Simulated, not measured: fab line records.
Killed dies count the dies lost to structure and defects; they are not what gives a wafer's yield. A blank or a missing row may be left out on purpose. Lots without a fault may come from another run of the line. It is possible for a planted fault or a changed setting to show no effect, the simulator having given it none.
Which tool is to blame? ; flow gf180mcu ; 12 lots with 36 wafers sampled at 3 steps, on a route of 602 steps

== WHAT EACH GAUGE READ, for each wafer ==
GF_M2_CD_MEAS_14 targets a cd of 280 nm.
lot;measured;on;cd nm (nm)
L128;day 19 23:41;cd sem-01;281.3 280.6 282.1
L130;day 21 05:05;cd sem-02;280.0 279.2 278.4
L131;day 21 18:29;cd sem-02;278.0 278.2 277.5
L132;day 21 21:23;cd sem-01;281.7 281.4 282.8
L133;day 22 01:48;cd sem-01;278.0 278.1 277.1
L135;day 23 00:07;cd sem-02;280.8 282.7 280.5
L141;day 24 15:02;cd sem-02;279.6 279.6 279.2
L143;day 25 09:14;cd sem-02;279.7 280.0 279.2
L144;day 25 15:13;cd sem-01;279.1 277.8 279.8
L146;day 26 06:47;cd sem-01;280.5 280.2 280.5
L147;day 26 11:23;cd sem-01;279.1 278.2 278.5
L149;day 27 12:10;cd sem-02;280.1 280.1 278.7

== WHICH TOOL RAN EACH LOT (tool, then ch and the chambers of the sampled wafers, then the start) ==
lot;GF_M2_SPUTTER_03;GF_M2_SPUTTER_04
L128;pvd sputter-02, day 18 23:16;pvd sputter-02, day 18 23:17
L130;pvd sputter-04, day 20 05:00;pvd sputter-04, day 20 05:01
L131;pvd sputter-02, day 20 18:10;pvd sputter-02, day 20 18:11
L132;pvd sputter-01, day 20 21:08;pvd sputter-01, day 20 21:10
L133;pvd sputter-02, day 21 02:14;pvd sputter-02, day 21 02:16
L135;pvd sputter-02, day 22 00:54;pvd sputter-02, day 22 00:55
L141;pvd sputter-04, day 23 16:14;pvd sputter-04, day 23 16:15
L143;pvd sputter-04, day 24 11:21;pvd sputter-04, day 24 11:22
L144;pvd sputter-04, day 24 18:07;pvd sputter-04, day 24 18:08
L146;pvd sputter-02, day 25 10:12;pvd sputter-02, day 25 10:13
L147;pvd sputter-04, day 25 14:23;pvd sputter-04, day 25 14:25
L149;pvd sputter-02, day 26 16:01;pvd sputter-02, day 26 16:02
- GF_M2_SPUTTER_03: material Ti, target thk 10 nm, time 6.7 s.
- GF_M2_SPUTTER_04: material TiN, target thk 50 nm, time 41.7 s.

== AS READ BY THE TOOLS THEMSELVES (means over the sampled wafers that have a number; for cases with no such wafer, the mark the record gives instead) ==
GF_M2_SPUTTER_03.
lot;tool;throttle valve pct (%)
L128;pvd sputter-02;28.7
L130;pvd sputter-04;29.6
L131;pvd sputter-02;28.3
L132;pvd sputter-01;29.2
L133;pvd sputter-02;28.1
L135;pvd sputter-02;28.9
L141;pvd sputter-04;29.6
L143;pvd sputter-04;30.3
L144;pvd sputter-04;30.2
L146;pvd sputter-02;28.7
L147;pvd sputter-04;29.6
L149;pvd sputter-02;28.2

GF_M2_SPUTTER_04.
lot;tool;throttle valve pct (%)
L128;pvd sputter-02;28.6
L130;pvd sputter-04;29.4
L131;pvd sputter-02;28.1
L132;pvd sputter-01;29.2
L133;pvd sputter-02;28.1
L135;pvd sputter-02;29.0
L141;pvd sputter-04;29.6
L143;pvd sputter-04;30.3
L144;pvd sputter-04;30.3
L146;pvd sputter-02;28.8
L147;pvd sputter-04;29.6
L149;pvd sputter-02;28.3

== THE ANSWER, worked out from the rows above alone ==
Rule: the usual values come from the lots themselves. The widest of any qualifying gaps counts: lots, ordered by their means at a reading, are off when they make up no more than a third of the lots, leave a main group of 4 or more, and stand apart from it by 3 or more times the standard deviation of that group's means. A main group whose means are all the same, to the digits that the tables above print for the reading, isn't used. A lot without any number at a reading at which 4 lots or more have one is off too. All remaining lots with rows at the step are treated as sound. First the gauges in route order, then the tools' own readings, where a lot's mean is used as printed above. The first step at which some lot is off is used, and at that step the reading that is off furthest; a lot without a number counts as furthest.
None of the lots is off at any reading shown; this tells nothing.

== WHAT HAD BEEN PUT IN BY THE SIMULATOR ==
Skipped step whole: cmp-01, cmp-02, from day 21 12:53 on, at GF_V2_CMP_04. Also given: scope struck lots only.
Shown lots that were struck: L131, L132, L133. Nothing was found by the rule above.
